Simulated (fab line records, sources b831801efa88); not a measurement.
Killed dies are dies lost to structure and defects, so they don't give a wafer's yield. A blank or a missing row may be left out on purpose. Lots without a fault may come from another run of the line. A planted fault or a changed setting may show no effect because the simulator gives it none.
fab line records | flow sky130 | part 2 of 2: steps 42 to 42 of 42
record lots=7 wafers=21 last_day=49
route steps=708 shown PWDE@50 NWELL@56 VT_ADJUST_HVTP@85 PAD_OPEN@708
lots that met no fault: from a run of the same line without faults
start_h: hours from the record's first day to the start of the lot's first wafer shown | wait_h: hours since the lot's step before | " the same as in the row above | L1.1+2: a row that stands for several wafers | - no value, or no start given | * or withheld: withheld | < > ~ a bound
route shown NAME@n: a module of which the file shows steps, and the number in the route of the first | usual: mean/standard deviation of fault-free wafers | same: alike in all rows | chamber/n: place in a boat | sites: the reading at each site | _std_site: their standard deviation | _edge_site: outer sites' mean less inner sites' | radius_mm: how far each site lies from the wafer's centre | mask NAME#n: copy n | behind: the tool/chamber that last shaped the wafer | hold: why the lot was held/for how many hours/how that ended | device: the transistor (n, p or np) that didn't switch | end of line: the same wafers' tests at the end of the route | a step without rows: its recipe alone | killed: dies lost to structure and defects at the first sort, not the wafer's yield | map: a wafer's dies, x killed, . not, _ none there
set.NAME: the setting as run; set.NAME@STEP: as run at that earlier step | model.NAME: the simulator's own value behind a step, which no gauge read
lots at some steps of the route; a table a step, a row a wafer
services: from which hour (start_h, from the record's first day; less than 0 if before it) a tool's chamber was out of use, for how many hours, and why
## steps
# step SKY_PAD_OPEN_PROBE_99
# usual killed_at_M0_to_M3=44/7.3 killed_at_M4_up=3.5/1.8 killed_at_contacts=24/5.8 killed_at_front_end=16/4.3 killed_at_other=0.5/0.68 killed_dies=88/9.4 killed_open=48/6.8 killed_short=40/6.1
# same gross_dies=492 killed_at_back_side=0
# columns lot.wafer tool chamber start_h wait_h killed_at_M0_to_M3 killed_at_M4_up killed_at_contacts killed_at_front_end killed_at_other killed_dies killed_open killed_short model.etest.nfet_16v.r_on_ohm_um model.etest.pfet_16v.r_on_ohm_um model.etest.res_nwell.line_ohm_um model.etest.res_nwell.width_nm model.etest.res_iso_pwell.width_nm model.etest.pfet_16v.drive_ua_um model.etest.nfet_16v.drive_ua_um model.etest.iso_nwell_nwell.leak_log10_a_um
L252.3 prober-01 - 1087.13 0.2 37 3 29 16 1 86 53 33 1.38e+04 1.526e+04 1167 830.8 2642 240.4 225.2 -13.79
L252.5 prober-01 - 1087.23 0.2 40 0 19 10 1 70 43 27 1.402e+04 1.537e+04 1173 828.9 2658 239.4 222.4 -13.71
L252.6 prober-01 - 1087.28 0.2 41 1 28 14 1 85 47 38 1.382e+04 1.532e+04 1149 833 2639 241.2 222.6 -13.85
L254.3 prober-02 - 1096.93 0.2 38 3 36 11 0 88 50 38 1.409e+04 1.544e+04 1166 831.2 2668 240.2 221.3 -13.79
L254.4 prober-02 - 1096.98 0.2 44 3 27 15 0 89 54 34 1.397e+04 1.521e+04 1159 832 2659 243.9 225.3 -13.73
L254.6 prober-02 - 1097.08 0.2 41 6 27 18 1 93 48 45 1.41e+04 1.526e+04 1192 832.9 2669 243.9 226 -14
L259.1 prober-01 - 1133.87 0.1 53 0 28 14 1 96 53 42 1.429e+04 1.464e+04 1059 834.8 2669 253.7 220.8 -12.96
L259.3 prober-01 - 1133.97 0.2 47 3 30 17 0 97 59 38 1.436e+04 1.518e+04 1094 841.5 2650 249.1 219.3 -13.24
L259.5 prober-01 - 1134.07 0.2 68 3 16 19 0 106 58 46 1.439e+04 1.509e+04 1080 835.9 2653 252.1 220.8 -13.13
L264.2 prober-02 - 1162.49 0.1 42 5 22 13 0 82 41 39 1.579e+04 1.417e+04 1638 606.6 2777 268.9 205.8 -13.94
L264.3 prober-02 - 1162.54 0.2 33 2 21 21 0 77 49 28 1.573e+04 1.415e+04 1622 605.8 2788 274.9 209 -13.98
L264.5 prober-02 - 1162.64 0.2 43 6 19 17 1 86 38 48 1.584e+04 1.425e+04 1613 605.9 2785 269.9 206 -14
L265.4 prober-01 - 1164.36 0.2 46 6 28 25 1 106 55 51 1.615e+04 1.38e+04 1382 616.1 2783 271.9 207.2 -13.97
L265.5 prober-01 - 1164.41 0.2 47 2 22 16 1 88 52 36 1.608e+04 1.389e+04 1458 616.7 2773 271.9 206.6 -13.76
L265.6 prober-01 - 1164.46 0.2 48 1 14 8 0 71 29 42 1.605e+04 1.38e+04 1412 616.3 2772 275 208.9 -13.92
L266.2 prober-02 - 1170.30 0.1 45 6 32 12 1 96 53 42 1.543e+04 1.394e+04 1589 606.5 2776 269 209.6 -13.89
L266.3 prober-02 - 1170.35 0.2 38 2 14 17 1 72 38 33 1.532e+04 1.384e+04 1560 607 2782 269.3 212.8 -13.93
L266.5 prober-02 - 1170.45 0.2 37 5 33 14 1 90 37 53 1.548e+04 1.373e+04 1534 604.6 2797 271.3 212.2 -13.91
L267.3 prober-02 - 1181.33 0.2 49 5 33 14 0 101 59 41 1.4e+04 1.552e+04 1155 853.7 2646 243.7 220.9 -13.72
L267.4 prober-02 - 1181.38 0.2 51 3 17 10 1 82 40 40 1.392e+04 1.525e+04 1139 842.7 2658 248.5 226.4 -13.73
L267.5 prober-02 - 1181.43 0.2 24 3 17 17 1 62 28 30 1.414e+04 1.57e+04 1172 847.1 2636 241.9 218.1 -13.81
# killed by level:class
L252.3 CONTACT:geometric_particle:open=12 VIA1:geometric_particle:open=10 METAL2:geometric_particle:short=7 POLY_GATE:geometric_particle:open=6 LI_CONTACT:geometric_particle:open=5 VIA2:geometric_particle:open=5 LI_CONTACT:geometric_particle:short=4 FIELD_ISO:geometric_particle:short=3
L252.5 VIA3:geometric_particle:open=10 CONTACT:geometric_particle:open=9 VIA1:geometric_particle:open=9 LI_CONTACT:geometric_particle:open=4 VIA2:geometric_particle:open=4 VIA1:geometric_particle:short=3 LI_CONTACT:geometric_particle:short=3 METAL2:geometric_particle:short=3
L252.6 CONTACT:geometric_particle:open=9 METAL2:geometric_particle:short=9 VIA1:geometric_particle:open=8 LI_CONTACT:geometric_particle:open=7 METAL1:geometric_particle:short=7 POLY_GATE:geometric_particle:short=4 METAL1:geometric_particle:open=4 LOCAL_INTERCONNECT:geometric_particle:open=4
L254.3 CONTACT:geometric_particle:open=18 METAL1:geometric_particle:short=7 VIA1:geometric_particle:open=7 LI_CONTACT:geometric_particle:short=6 VIA2:geometric_particle:open=5 CONTACT:geometric_particle:short=5 VIA3:geometric_particle:open=5 POLY_GATE:geometric_particle:open=4
L254.4 VIA2:geometric_particle:open=9 VIA1:geometric_particle:open=9 CONTACT:geometric_particle:open=8 LI_CONTACT:geometric_particle:open=8 VIA3:geometric_particle:open=7 METAL1:geometric_particle:short=6 FIELD_ISO:geometric_particle:open=5 LI_CONTACT:geometric_particle:short=5
L254.6 VIA1:geometric_particle:open=10 LI_CONTACT:geometric_particle:open=8 CONTACT:geometric_particle:open=7 METAL1:geometric_particle:short=6 SPACER:geometric_particle:short=6 LOCAL_INTERCONNECT:geometric_particle:short=6 VIA3:geometric_particle:open=5 FIELD_ISO:geometric_particle:open=4
L259.1 VIA3:geometric_particle:open=14 CONTACT:geometric_particle:open=11 VIA1:geometric_particle:open=8 METAL2:geometric_particle:short=8 LI_CONTACT:geometric_particle:open=7 CONTACT:geometric_particle:short=6 VIA1:geometric_particle:short=5 VIA2:geometric_particle:short=5
L259.3 VIA1:geometric_particle:open=13 VIA3:geometric_particle:open=12 LI_CONTACT:geometric_particle:open=11 VIA2:geometric_particle:open=9 FIELD_ISO:geometric_particle:short=8 CONTACT:geometric_particle:open=8 LI_CONTACT:geometric_particle:short=4 CONTACT:geometric_particle:short=4
L259.5 VIA3:geometric_particle:open=14 VIA1:geometric_particle:open=13 VIA2:geometric_particle:open=12 FIELD_ISO:geometric_particle:short=6 FIELD_ISO:geometric_particle:open=6 VIA1:geometric_particle:short=6 VIA3:geometric_particle:short=6 LI_CONTACT:geometric_particle:open=5
L264.2 VIA3:geometric_particle:open=11 VIA1:geometric_particle:open=10 METAL2:geometric_particle:short=9 POLY_GATE:geometric_particle:short=7 LI_CONTACT:geometric_particle:open=5 CONTACT:geometric_particle:open=5 LOCAL_INTERCONNECT:geometric_particle:short=4 CONTACT:geometric_particle:short=4
L264.3 VIA1:geometric_particle:open=10 LI_CONTACT:geometric_particle:open=9 POLY_GATE:geometric_particle:open=8 FIELD_ISO:geometric_particle:short=7 VIA3:geometric_particle:open=7 CONTACT:geometric_particle:open=5 CONTACT:geometric_particle:short=4 METAL1:geometric_particle:short=4
L264.5 VIA1:geometric_particle:open=9 VIA3:geometric_particle:open=7 LOCAL_INTERCONNECT:geometric_particle:short=7 FIELD_ISO:geometric_particle:short=6 METAL2:geometric_particle:short=6 CONTACT:geometric_particle:open=5 METAL1:geometric_particle:short=5 VIA2:geometric_particle:open=5
L265.4 VIA1:geometric_particle:open=13 CONTACT:geometric_particle:open=11 FIELD_ISO:geometric_particle:short=8 LI_CONTACT:geometric_particle:open=7 METAL1:geometric_particle:short=7 CONTACT:geometric_particle:short=6 POLY_GATE:geometric_particle:short=5 METAL2:geometric_particle:short=5
L265.5 VIA1:geometric_particle:open=9 LI_CONTACT:geometric_particle:open=8 VIA2:geometric_particle:open=8 METAL1:geometric_particle:short=7 VIA3:geometric_particle:open=7 FIELD_ISO:geometric_particle:open=6 METAL2:geometric_particle:short=5 POLY_GATE:geometric_particle:short=4
L265.6 VIA1:geometric_particle:open=11 VIA1:geometric_particle:short=8 METAL1:geometric_particle:short=8 METAL2:geometric_particle:short=6 CONTACT:geometric_particle:open=5 VIA2:geometric_particle:short=5 FIELD_ISO:geometric_particle:open=3 LOCAL_INTERCONNECT:geometric_particle:short=3
L266.2 CONTACT:geometric_particle:open=12 VIA1:geometric_particle:open=10 CONTACT:geometric_particle:short=8 VIA3:geometric_particle:open=7 LI_CONTACT:geometric_particle:open=6 METAL2:geometric_particle:short=6 VIA2:geometric_particle:open=6 POLY_GATE:geometric_particle:short=5
L266.3 VIA3:geometric_particle:open=8 CONTACT:geometric_particle:open=7 VIA1:geometric_particle:open=7 FIELD_ISO:geometric_particle:short=5 FIELD_ISO:geometric_particle:open=5 VIA2:geometric_particle:open=5 CONTACT:geometric_particle:short=4 METAL1:geometric_particle:short=4
L266.5 CONTACT:geometric_particle:short=12 CONTACT:geometric_particle:open=9 VIA1:geometric_particle:open=8 VIA2:geometric_particle:open=6 FIELD_ISO:geometric_particle:short=5 METAL1:geometric_particle:short=5 LI_CONTACT:geometric_particle:open=5 LOCAL_INTERCONNECT:geometric_particle:short=4
L267.3 VIA1:geometric_particle:open=19 CONTACT:geometric_particle:open=10 CONTACT:geometric_particle:short=8 LI_CONTACT:geometric_particle:open=7 VIA3:geometric_particle:open=6 METAL2:geometric_particle:short=6 VIA2:geometric_particle:open=6 METAL3:geometric_particle:short=4
L267.4 VIA1:geometric_particle:open=11 METAL1:geometric_particle:short=8 VIA2:geometric_particle:open=7 METAL2:geometric_particle:short=7 CONTACT:geometric_particle:open=6 LI_CONTACT:geometric_particle:open=5 VIA1:geometric_particle:short=4 VIA3:geometric_particle:open=4
L267.5 VIA1:geometric_particle:open=5 LI_CONTACT:geometric_particle:open=5 LOCAL_INTERCONNECT:geometric_particle:short=5 VIA1:geometric_particle:short=5 POLY_GATE:geometric_particle:short=4 POLY_GATE:geometric_particle:open=3 CONTACT:geometric_particle:open=3 VIA2:geometric_particle:open=3
## services
# columns tool chamber start_h hours kind
plasma_asher-04 - 62.31 2.8 pm
plasma_asher-02 - 108.75 9.0 pm
plasma_asher-02 0 108.75 9.0 vent_cycle
plasma_asher-02 1 108.75 9.0 vent_cycle
plasma_asher-02 0 117.75 - clean
plasma_asher-02 1 117.75 - clean
plasma_asher-02 - 136.46 2.8 pm
plasma_asher-03 - 159.93 0.4 repair
plasma_asher-01 - 179.45 4.0 repair
plasma_asher-02 - 193.85 0.6 repair
## key
first_sign none at tools or gauges
model_effect step=SKY_PAD_OPEN_PROBE_99 value=etest.nfet_16v.r_on_ohm_um without=1.405e+04 struck=1.576e+04
met_at SKY_NWELL_DEVELOP_09
struck_wafers L264.2,L264.3,L264.5,L265.4,L265.5,L265.6,L266.2,L266.3,L266.5
tester_left_out L264,L265,L266
onset_between 142 164
fault kind=process_parameter_drift tool=litho_track-03 chamber=- onset_h=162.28 steps=SKY_NWELL_DEVELOP_09 channel=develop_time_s offset=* shape=step end_h=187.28 acts_in=* stated=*
# tester_left_out: of these lots the tester's yield and bins aren't shown, on N5 and GAA mostly nor the transistor test; their killed dies are dies lost to structure and defects alone, not to doping, threshold or leakage, so they don't give the yield
